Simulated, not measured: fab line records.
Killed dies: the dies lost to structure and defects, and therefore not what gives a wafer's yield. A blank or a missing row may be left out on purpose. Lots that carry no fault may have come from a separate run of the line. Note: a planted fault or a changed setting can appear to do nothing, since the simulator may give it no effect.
fab line records	flow sfq_line	part 1 of 2: steps 1 to 29 of 40
record lots=5	wafers=15	last_day=97
route steps=325 shown M0@29 I0@43 M1@58
lots with no fault: from the same line, run without faults
start_h: hours from the record's opening day to when the first of the lot's shown wafers began	wait_h: time in hours since the lot's previous step	" unchanged from the row above	L1.1+2: several wafers, shown together as one row	- no value, or no start was given	* or withheld: withheld	< > ~ a bound
route shown NAME@n: a module of which the file shows steps, and the number in the route of the first	usual: mean/standard deviation of fault-free wafers	same: alike in all rows	chamber/n: place in a boat	sites: per-site readings	_std_site: standard deviation of those values	_edge_site: mean of outer sites minus mean of inner sites	radius_mm: how far each site lies from the wafer's centre	mask NAME#n: copy n	behind: the tool/chamber that last shaped the wafer	hold: the reason the lot was held/the length of the hold in hours/how it ended	device: names the non-switching transistor (n, p or np)	end of line: the tests these same wafers got at the end of their route	for a step that has no rows: nothing shown but its recipe	killed: at the first sort, the dies lost to defects and structure; wafer yield is something else	map: shows each die of a wafer: x if killed, . if not, _ if none is there
set.NAME: the setting the step ran with; set.NAME@STEP: the setting that earlier step ran with	model.NAME: the simulator's own value behind a step, which no gauge read
lots at selected steps of the route; one table per step, one row per wafer
services: when a tool's chamber went out of use (start_h, in hours from the record's first day, below 0 if earlier), for how many hours, and the reason
## steps
# step SFQ_TRILAYER_M0_DEP_SPUTTER_019
# recipe material=Nb	base_pressure_pa=1.33e-06	chamber_pressure_pa=0.1333	substrate_temp_c=20	resputter_cathode_voltage_v=400	target_thk_nm=200	power_w=2000	time_s=133.3
# usual resputter_cathode_voltage_v=400/3.8	throttle_valve_pct=29.5/1.1
lot.wafer	tool	chamber	start_h	wait_h	resputter_cathode_voltage_v	throttle_valve_pct
L076.2	pvd_sputter-04	-	208.38	0.0	397	28.2
L076.3	"	-	"	"	399	30.4
L076.4	"	-	"	"	403	29.2
L082.1	pvd_sputter-06	-	265.08	0.0	402	28.7
L082.2	"	-	"	"	395	28.8
L082.6	"	-	"	"	407	27.9
L084.1	pvd_sputter-04	-	273.46	0.0	404	28.3
L084.2	"	-	"	"	398	30.5
L084.4	"	-	"	"	408	29.5
L091.1	pvd_sputter-04	-	328.37	0.0	393	30.2
L091.2	"	-	"	"	400	28.0
L091.6	"	-	"	"	401	30.4
L096.2	pvd_sputter-06	-	354.77	0.0	398	31.4
L096.3	"	-	"	"	398	28.3
L096.4	"	-	"	"	397	28.1
# step SFQ_M0_RS_MEAS_904
# recipe thk_meas_gauge=four-point-probe	reads=Nb_of_TRILAYER_M0_DEP_SPUTTER_019
# usual M0_NB_RS=0.893/0.0083
lot.wafer	tool	chamber	start_h	wait_h	M0_NB_RS[ohm/sq]
L076.2	film_metro-02	-	208.49	0.1	0.893
L076.3	"	-	"	"	0.893
L076.4	"	-	"	"	0.896
L082.1	film_metro-01	-	265.17	0.0	0.904
L082.2	"	-	"	"	0.904
L082.6	"	-	"	"	0.892
L084.1	film_metro-01	-	273.55	0.0	0.898
L084.2	"	-	"	"	0.895
L084.4	"	-	"	"	0.897
L091.1	film_metro-02	-	328.46	0.0	0.878
L091.2	"	-	"	"	0.873
L091.6	"	-	"	"	0.877
L096.2	film_metro-02	-	354.88	0.1	0.894
L096.3	"	-	"	"	0.907
L096.4	"	-	"	"	0.895
# step SFQ_TRILAYER_M0_LITHO_COAT_026
# recipe resist=BARC	spin_rpm=3000	resist_thk_nm=62
lot.wafer	tool	chamber	start_h	wait_h
L076.2+3+4	litho_track-03	0	208.70	0.1
L082.1+2+6	litho_track-01	0	265.35	0.1
L084.1+2+4	litho_track-03	0	273.73	0.1
L091.1+2+6	litho_track-03	0	328.64	0.1
L096.2+3+4	litho_track-01	0	355.09	0.1
# step SFQ_TRILAYER_M0_LITHO_COAT_021
# recipe resist=KrF	spin_rpm=3000	resist_thk_nm=600
lot.wafer	tool	chamber	start_h	wait_h
L076.2+3+4	litho_track-03	0	209.00	0.2
L082.1+2+6	litho_track-01	0	265.65	0.2
L084.1+2+4	litho_track-03	0	274.03	0.2
L091.1+2+6	litho_track-03	0	328.94	0.2
L096.2+3+4	litho_track-01	0	355.39	0.2
# step SFQ_TRILAYER_M0_LITHO_SOFTBAKE_025
# recipe temp_c=withheld	time_s=withheld	resist=KrF
lot.wafer	tool	chamber	start_h	wait_h
L076.2+3+4	litho_track-03	0	209.28	0.2
L082.1+2+6	litho_track-01	0	265.95	0.2
L084.1+2+4	litho_track-03	0	274.33	0.2
L091.1+2+6	litho_track-03	0	329.24	0.2
L096.2+3+4	litho_track-01	0	355.66	0.2
# step SFQ_TRILAYER_M0_LITHO_EXPOSE_022
# recipe mask_id=M0	na=0.6	source_shape=conventional	sigma_outer=0.65	target_cd_nm=500	dose_mj=14.25
lot.wafer	tool	chamber	start_h	wait_h	mask
L076.2+3+4	krf_scanner-02	0	322.54	-	M0#0
L082.1+2+6	krf_scanner-01	0	386.32	-	M0#0
L084.1+2+4	krf_scanner-01	0	397.12	-	M0#0
L091.1+2+6	krf_scanner-01	0	469.37	-	M0#0
L096.2+3+4	krf_scanner-02	0	500.89	-	M0#0
# step SFQ_TRILAYER_M0_LITHO_PEB_024
# recipe peb_temp_c=115	peb_time_s=60	resist=KrF
# usual heater_power_total_W=79.16/0.065
lot.wafer	tool	chamber	start_h	wait_h	heater_power_total_W
L076.2	litho_track-03	0	323.57	0.8	79.10
L076.3	"	0	"	"	79.17
L076.4	"	0	"	"	79.07
L082.1	litho_track-04	0	387.52	1.0	79.16
L082.2	"	0	"	"	79.19
L082.6	"	0	"	"	79.21
L084.1	litho_track-01	0	398.32	1.0	79.15
L084.2	"	0	"	"	79.19
L084.4	"	0	"	"	79.11
L091.1	litho_track-01	0	470.57	1.0	79.22
L091.2	"	0	"	"	79.20
L091.6	"	0	"	"	79.15
L096.2	litho_track-03	0	501.92	0.8	79.21
L096.3	"	0	"	"	79.11
L096.4	"	0	"	"	79.10
# step SFQ_TRILAYER_M0_LITHO_DEVELOP_023
# recipe time_s=60	resist=KrF
lot.wafer	tool	chamber	start_h	wait_h
L076.2+3+4	litho_track-03	0	323.72	0.1
L082.1+2+6	litho_track-04	0	387.67	0.1
L084.1+2+4	litho_track-01	0	398.47	0.1
L091.1+2+6	litho_track-01	0	470.72	0.1
L096.2+3+4	litho_track-03	0	502.07	0.1
# step SFQ_M0_OVL_MEAS_906
# usual M0_OVL=0/4.9
lot.wafer	tool	chamber	start_h	wait_h	M0_OVL[nm]
L076.2	overlay-01	-	323.85	0.1	-10
L076.3	"	-	"	"	-5
L076.4	"	-	"	"	-9
L082.1	overlay-02	-	387.82	0.1	-6
L082.2	"	-	"	"	-5
L082.6	"	-	"	"	-1
L084.1	overlay-02	-	398.62	0.1	-2
L084.2	"	-	"	"	-4
L084.4	"	-	"	"	-6
L091.1	overlay-02	-	470.87	0.1	-2
L091.2	"	-	"	"	1
L091.6	"	-	"	"	3
L096.2	overlay-02	-	502.20	0.1	-2
L096.3	"	-	"	"	-3
L096.4	"	-	"	"	-2
# step SFQ_TRILAYER_M0_BARC_OPEN_METAL_ETCH_031
# recipe mask_material=PR	chemistry=O2	target_depth_nm=125	target=BARC	icp_w=600	bias_w=80	pressure_mtorr=10	time_s=41.7
# usual drypump_motor_current_A=5.8/0.48	oes_product_au=0.685/0.0046
lot.wafer	tool	chamber	start_h	wait_h	drypump_motor_current_A	oes_product_au	rf_hours_counter_h
L076.2	rie_metal-03	1	323.88	0.0	4.8	0.683	21
L076.3	"	0	"	"	5.6	0.689	-
L076.4	"	1	"	"	4.9	0.680	-
L082.1	rie_metal-02	0	387.85	0.0	6.1	0.682	47
L082.2	"	1	"	"	6.3	0.683	25
L082.6	"	1	"	"	6.3	0.684	-
L084.1	rie_metal-02	1	398.65	0.0	6.3	0.684	28
L084.2	"	0	"	"	6.0	0.680	50
L084.4	"	0	"	"	6.1	0.677	-
L091.1	rie_metal-04	0	470.90	0.0	5.5	0.686	88
L091.2	"	1	"	"	6.2	0.688	8
L091.6	"	1	"	"	6.2	0.686	-
L096.2	rie_metal-04	0	502.23	0.0	5.6	0.690	93
L096.3	"	0	"	"	5.5	0.686	-
L096.4	"	1	"	"	6.2	0.677	-
# step SFQ_TRILAYER_M0_ETCH_METAL_ETCH_024
# recipe target=Nb	stop_on=SiO2	mask_material=PR	chemistry=Cl2/Ar	target_depth_nm=240	icp_w=600	bias_w=80	pressure_mtorr=10	time_s=120
# usual drypump_motor_current_A=5.9/0.47	oes_product_au=0.892/0.0065
lot.wafer	tool	chamber	start_h	wait_h	drypump_motor_current_A	oes_product_au	rf_hours_counter_h
L076.2	rie_metal-03	1	323.94	0.0	4.8	0.894	21
L076.3	"	0	"	"	5.6	0.889	-
L076.4	"	1	"	"	4.8	0.889	-
L082.1	rie_metal-02	0	387.91	0.0	6.0	0.896	47
L082.2	"	1	"	"	6.3	0.879	25
L082.6	"	1	"	"	6.3	0.891	-
L084.1	rie_metal-02	1	398.71	0.0	6.3	0.884	28
L084.2	"	0	"	"	6.0	0.900	50
L084.4	"	0	"	"	6.0	0.886	-
L091.1	rie_metal-04	0	470.96	0.0	5.6	0.902	88
L091.2	"	1	"	"	6.2	0.906	8
L091.6	"	1	"	"	6.2	0.902	-
L096.2	rie_metal-04	0	502.29	0.0	5.5	0.895	93
L096.3	"	0	"	"	5.5	0.882	-
L096.4	"	1	"	"	6.2	0.892	-
# step SFQ_TRILAYER_M0_STRIP_STRIP_025
# recipe gas=O2	power_w=200	platen_temp_c=40	overash_fraction=0.65	chemistry=O2	pressure_mtorr=50
# usual drypump_motor_current_A=5.9/0.45	oes_product_au=1.002/0.0074
lot.wafer	tool	chamber	start_h	wait_h	drypump_motor_current_A	oes_product_au	rf_hours_counter_h
L076.2	rie_metal-03	1	324.06	0.1	4.8	0.988	22
L076.3	"	0	"	"	5.5	0.994	-
L076.4	"	1	"	"	4.8	0.990	-
L082.1	rie_metal-02	0	388.04	0.1	6.0	0.996	47
L082.2	"	1	"	"	6.3	1.002	26
L082.6	"	1	"	"	6.3	1.009	-
L084.1	rie_metal-02	1	398.84	0.1	6.3	1.000	28
L084.2	"	0	"	"	6.0	0.998	50
L084.4	"	0	"	"	6.1	0.998	-
L091.1	rie_metal-04	0	471.09	0.1	5.6	1.008	88
L091.2	"	1	"	"	6.2	1.000	8
L091.6	"	1	"	"	6.2	1.000	-
L096.2	rie_metal-04	0	502.41	0.1	5.6	1.012	94
L096.3	"	0	"	"	5.6	1.008	-
L096.4	"	1	"	"	6.2	1.007	-
# step SFQ_TRILAYER_M0_STRIP_SOLV_CLEAN_026
# recipe chemistry=NMP	temp_c=70	time_s=600
lot.wafer	tool	chamber	start_h	wait_h
L076.2+3+4	wet_bench-03	2,6,3	324.66	0.4
L082.1+2+6	wet_bench-01	6,7,2	388.64	0.4
L084.1+2+4	wet_bench-03	0,2,4	399.44	0.4
L091.1+2+6	wet_bench-01	3,7,6	471.69	0.4
L096.2+3+4	wet_bench-03	2,4,6	503.01	0.4
# step SFQ_TRILAYER_I0_DEP_PECVD_027
# recipe material=SiO2	temp_c=150	time_s=111.11	pressure_torr=2.4	rf_w=183.3	precursor=SiH4/N2O	target_thk_nm=500
# usual heater_power_w=81/14	throttle_valve_pct=24.3/1.2
lot.wafer	tool	chamber	start_h	wait_h	heater_power_w	throttle_valve_pct
L076.2	pecvd-04	0	324.85	0.0	102	22.8
L076.3	"	1	"	"	85	23.2
L076.4	"	0	"	"	106	22.9
L082.1	pecvd-02	2	388.81	0.0	72	23.3
L082.2	"	1	"	"	81	25.2
L082.6	"	1	"	"	89	25.1
L084.1	pecvd-02	2	399.61	0.0	73	23.1
L084.2	"	1	"	"	77	25.3
L084.4	"	1	"	"	82	25.3
L091.1	pecvd-01	2	471.86	0.0	55	27.0
L091.2	"	1	"	"	81	24.1
L091.6	"	2	"	"	58	27.3
L096.2	pecvd-02	2	503.19	0.0	77	23.6
L096.3	"	1	"	"	75	25.6
L096.4	"	2	"	"	80	23.7
# step SFQ_TRILAYER_I0_CMP_CMP_028
# recipe material=SiO2	down_force_psi=3	platen_rpm=60	pad_velocity_m_s=0.94248
# usual edge_zone_pressure_frac=1.000/0.0053	motor_current_A=10.4/1.1	time_to_endpoint_s=216/6.8
lot.wafer	tool	chamber	start_h	wait_h	edge_zone_pressure_frac	motor_current_A	time_to_endpoint_s
L076.3	cmp-02	0	326.30	1.4	0.993	9.0	223
L076.2	"	2	327.30	2.4	1.002	10.4	225
L076.4	"	3	"	"	1.002	12.5	228
L082.1	cmp-02	2	389.88	1.0	0.998	10.3	199
L082.2	"	0	390.88	2.0	0.995	8.9	202
L082.6	"	2	391.88	3.0	0.993	9.8	211
L084.2	cmp-01	2	401.53	1.9	0.998	12.4	212
L084.4	"	3	"	"	1.004	9.3	213
L084.1	"	1	403.03	3.4	0.997	9.9	213
L091.1	cmp-02	0	487.11	15.2	0.997	8.9	216
L091.2	"	1	"	"	1.005	10.2	214
L091.6	"	0	489.11	17.2	0.999	8.7	223
L096.3	cmp-01	2	505.96	2.7	0.999	12.4	201
L096.2	"	3	"	"	1.011	9.9	205
L096.4	"	0	"	"	0.995	10.3	210
# step SFQ_I0_BOW_MEAS_907
# recipe mode=bow
# usual I0_BOW=1/7.9
lot.wafer	tool	chamber	start_h	wait_h	I0_BOW[um]
L076.2	film_metro-03	-	329.32	1.5	-2
L076.3	"	-	"	"	1
L076.4	"	-	"	"	-15
L082.1	film_metro-03	-	392.38	2.0	7
L082.2	"	-	"	"	12
L082.6	"	-	"	"	21
L084.1	film_metro-02	-	404.53	1.0	3
L084.2	"	-	"	"	-2
L084.4	"	-	"	"	10
L091.1	film_metro-02	-	490.11	2.5	12
L091.2	"	-	"	"	-1
L091.6	"	-	"	"	-6
L096.2	film_metro-03	-	508.98	2.0	7
L096.3	"	-	"	"	11
L096.4	"	-	"	"	10
# step SFQ_TRILAYER_I0_METRO_MEASURE_029
# usual thk_nm=200.2/1
lot.wafer	tool	chamber	start_h	wait_h	thk_nm
L076.2	film_metro-03	-	329.62	0.3	202.2
L076.3	"	-	"	"	201.4
L076.4	"	-	"	"	201.8
L082.1	film_metro-03	-	392.50	0.1	199.6
L082.2	"	-	"	"	199.5
L082.6	"	-	"	"	199.9
L084.1	film_metro-02	-	404.65	0.1	201.5
L084.2	"	-	"	"	198.5
L084.4	"	-	"	"	199.8
L091.1	film_metro-02	-	490.23	0.1	200.3
L091.2	"	-	"	"	199.3
L091.6	"	-	"	"	200.6
L096.2	film_metro-03	-	509.28	0.3	199.4
L096.3	"	-	"	"	199.1
L096.4	"	-	"	"	200.0
# step SFQ_TRILAYER_I0_VIA_LITHO_COAT_036
# recipe resist=BARC	spin_rpm=3000	resist_thk_nm=62
lot.wafer	tool	chamber	start_h	wait_h
L076.2+3+4	litho_track-01	0	330.67	0.8
L082.1+2+6	litho_track-01	0	393.70	1.0
L084.1+2+4	litho_track-03	0	405.85	1.0
L091.1+2+6	litho_track-03	0	491.43	1.0
L096.2+3+4	litho_track-03	0	510.33	0.8
# step SFQ_TRILAYER_I0_VIA_LITHO_COAT_031
# recipe resist=KrF	spin_rpm=2980	resist_thk_nm=650
lot.wafer	tool	chamber	start_h	wait_h
L076.2+3+4	litho_track-01	0	330.97	0.2
L082.1+2+6	litho_track-01	0	394.00	0.2
L084.1+2+4	litho_track-03	0	406.15	0.2
L091.1+2+6	litho_track-03	0	491.73	0.2
L096.2+3+4	litho_track-03	0	510.63	0.2
# step SFQ_TRILAYER_I0_VIA_LITHO_SOFTBAKE_035
# recipe temp_c=withheld	time_s=withheld	resist=KrF
lot.wafer	tool	chamber	start_h	wait_h
L076.2+3+4	litho_track-01	0	331.25	0.2
L082.1+2+6	litho_track-01	0	394.30	0.2
L084.1+2+4	litho_track-03	0	406.45	0.2
L091.1+2+6	litho_track-03	0	492.03	0.2
L096.2+3+4	litho_track-03	0	510.90	0.2
# step SFQ_TRILAYER_I0_VIA_LITHO_EXPOSE_032
# recipe mask_id=I0	na=0.6	source_shape=conventional	sigma_outer=0.65	target_cd_nm=500	dose_mj=21.3
lot.wafer	tool	chamber	start_h	wait_h	mask
L076.2+3+4	krf_scanner-01	0	471.97	-	I0#0
L082.1+2+6	krf_scanner-01	0	540.11	-	I0#0
L084.1+2+4	krf_scanner-01	0	560.22	-	I0#0
L091.1+2+6	krf_scanner-02	0	648.83	-	I0#0
L096.2+3+4	krf_scanner-02	0	676.63	-	I0#0
# step SFQ_TRILAYER_I0_VIA_LITHO_PEB_034
# recipe peb_temp_c=115	peb_time_s=60	resist=KrF
# usual heater_power_total_W=79.16/0.067
lot.wafer	tool	chamber	start_h	wait_h	heater_power_total_W
L076.2	litho_track-01	0	472.99	0.8	79.19
L076.3	"	0	"	"	79.06
L076.4	"	0	"	"	79.12
L082.1	litho_track-02	0	541.31	1.0	79.21
L082.2	"	0	"	"	79.12
L082.6	"	0	"	"	79.09
L084.1	litho_track-03	0	561.42	1.0	79.01
L084.2	"	0	"	"	79.15
L084.4	"	0	"	"	79.17
L091.1	litho_track-01	0	650.03	1.0	79.19
L091.2	"	0	"	"	79.14
L091.6	"	0	"	"	79.22
L096.2	litho_track-02	0	677.65	0.8	79.19
L096.3	"	0	"	"	79.19
L096.4	"	0	"	"	79.23
# step SFQ_TRILAYER_I0_VIA_LITHO_DEVELOP_033
# recipe time_s=60	resist=KrF
lot.wafer	tool	chamber	start_h	wait_h
L076.2+3+4	litho_track-01	0	473.14	0.1
L082.1+2+6	litho_track-02	0	541.46	0.1
L084.1+2+4	litho_track-03	0	561.57	0.1
L091.1+2+6	litho_track-01	0	650.18	0.1
L096.2+3+4	litho_track-02	0	677.80	0.1
# step SFQ_I0_OVL_MEAS_908
# usual I0_OVL=2/5.3
lot.wafer	tool	chamber	start_h	wait_h	I0_OVL[nm]
L076.2	overlay-02	-	473.27	0.1	5
L076.3	"	-	"	"	0
L076.4	"	-	"	"	6
L082.1	overlay-01	-	541.61	0.1	1
L082.2	"	-	"	"	-3
L082.6	"	-	"	"	-3
L084.1	overlay-01	-	561.72	0.1	4
L084.2	"	-	"	"	7
L084.4	"	-	"	"	8
L091.1	overlay-01	-	650.33	0.1	7
L091.2	"	-	"	"	8
L091.6	"	-	"	"	6
L096.2	overlay-02	-	677.94	0.1	3
L096.3	"	-	"	"	-2
L096.4	"	-	"	"	0
# step SFQ_TRILAYER_I0_VIA_BARC_OPEN_VIA_ETCH_046
# recipe mask_material=PR	chemistry=O2	target_depth_nm=125	target=BARC	source_w=516.2	bias_w=80	pressure_mtorr=30	time_s=41.7
# usual drypump_motor_current_A=5.8/0.57	oes_product_au=0.686/0.0046
lot.wafer	tool	chamber	start_h	wait_h	drypump_motor_current_A	oes_product_au	rf_hours_counter_h
L076.2	rie_diel-01	2	473.30	0.0	5.6	0.684	53
L076.3	"	0	"	"	6.3	0.684	9
L076.4	"	0	"	"	6.3	0.696	-
L082.1	rie_diel-03	2	541.65	0.0	6.4	0.689	3
L082.2	"	1	"	"	6.3	0.684	10
L082.6	"	3	"	"	4.8	0.684	-
L084.1	rie_diel-03	1	561.75	0.0	6.3	0.682	11
L084.2	"	2	"	"	6.4	0.683	4
L084.4	"	0	"	"	5.6	0.689	12
L091.1	rie_diel-04	2	650.37	0.0	6.4	0.681	48
L091.2	"	0	"	"	5.7	0.686	3
L091.6	"	1	"	"	5.4	0.677	-
L096.2	rie_diel-03	1	677.97	0.0	6.4	0.689	12
L096.3	"	3	"	"	4.8	0.685	3
L096.4	"	2	"	"	6.4	0.679	-
# step SFQ_TRILAYER_I0_VIA_ETCH_VIA_ETCH_034
# recipe target=SiO2	stop_on=Nb	mask_material=PR	taper_deg=20	chemistry=CHF3	target_depth_nm=260	source_w=500	bias_w=80	pressure_mtorr=30	time_s=withheld
# usual drypump_motor_current_A=5.8/0.57	oes_product_au=0.855/0.006
lot.wafer	tool	chamber	start_h	wait_h	drypump_motor_current_A	oes_product_au
L076.2	rie_diel-01	2	473.34	0.0	5.6	0.854
L076.3	"	0	"	"	6.3	0.858
L076.4	"	0	"	"	6.3	0.857
L082.1	rie_diel-03	2	541.69	0.0	6.5	0.842
L082.2	"	1	"	"	6.3	0.856
L082.6	"	3	"	"	4.8	0.849
L084.1	rie_diel-03	1	561.79	0.0	6.3	0.859
L084.2	"	2	"	"	6.4	0.860
L084.4	"	0	"	"	5.6	0.847
L091.1	rie_diel-04	2	650.41	0.0	6.4	0.858
L091.2	"	0	"	"	5.7	0.840
L091.6	"	1	"	"	5.4	0.853
L096.2	rie_diel-03	1	678.01	0.0	6.3	0.853
L096.3	"	3	"	"	4.8	0.851
L096.4	"	2	"	"	6.5	0.851
# step SFQ_TRILAYER_I0_VIA_STRIP_STRIP_035
# recipe gas=O2	power_w=200	platen_temp_c=40	overash_fraction=0.65	chemistry=O2	pressure_mtorr=50
# usual drypump_motor_current_A=5.9/0.35	oes_product_au=1.001/0.0076
lot.wafer	tool	chamber	start_h	wait_h	drypump_motor_current_A	oes_product_au	rf_hours_counter_h
L076.2	rie_metal-01	1	473.46	-	5.4	0.986	32
L076.3	"	0	"	"	5.9	0.996	-
L076.4	"	1	"	"	5.4	0.983	-
L082.1	rie_metal-04	1	541.80	-	6.2	0.991	18
L082.2	"	0	"	"	5.5	1.009	98
L082.6	"	1	"	"	6.2	0.999	-
L084.1	rie_metal-01	0	561.91	-	5.9	1.011	69
L084.2	"	1	"	"	5.4	0.987	43
L084.4	"	1	"	"	5.4	0.993	-
L091.1	rie_metal-04	1	650.52	-	6.2	0.999	31
L091.2	"	0	"	"	5.6	1.009	113
L091.6	"	1	"	"	6.2	0.988	-
L096.2	rie_metal-01	0	678.12	-	5.9	0.999	84
L096.3	"	1	"	"	5.4	0.995	-
L096.4	"	0	"	"	5.8	1.007	-
# step SFQ_TRILAYER_I0_VIA_STRIP_SOLV_CLEAN_036
# recipe chemistry=NMP	temp_c=70	time_s=600
lot.wafer	tool	chamber	start_h	wait_h
L076.2+3+4	wet_bench-04	4,7,2	474.06	0.4
L082.1+2+6	wet_bench-02	6,1,4	542.40	0.4
L084.1+2+4	wet_bench-04	3,2,1	562.51	0.4
L091.1+2+6	wet_bench-02	0,2,1	651.12	0.4
L096.2+3+4	wet_bench-02	5,3,4	678.72	0.4
# step SFQ_TRILAYER_M1_DEP_PRE_CLEAN_038
# recipe gas=Ar	time_s=22.5	bias_v=250
lot.wafer	tool	chamber	start_h	wait_h
L076.2+3+4	pvd_sputter-03	-	474.23	0.0
L082.1+2+6	pvd_sputter-05	-	542.58	0.0
L084.1+2+4	pvd_sputter-04	-	562.70	0.0
L091.1+2+6	pvd_sputter-05	-	651.29	0.0
L096.2+3+4	pvd_sputter-03	-	678.89	0.0
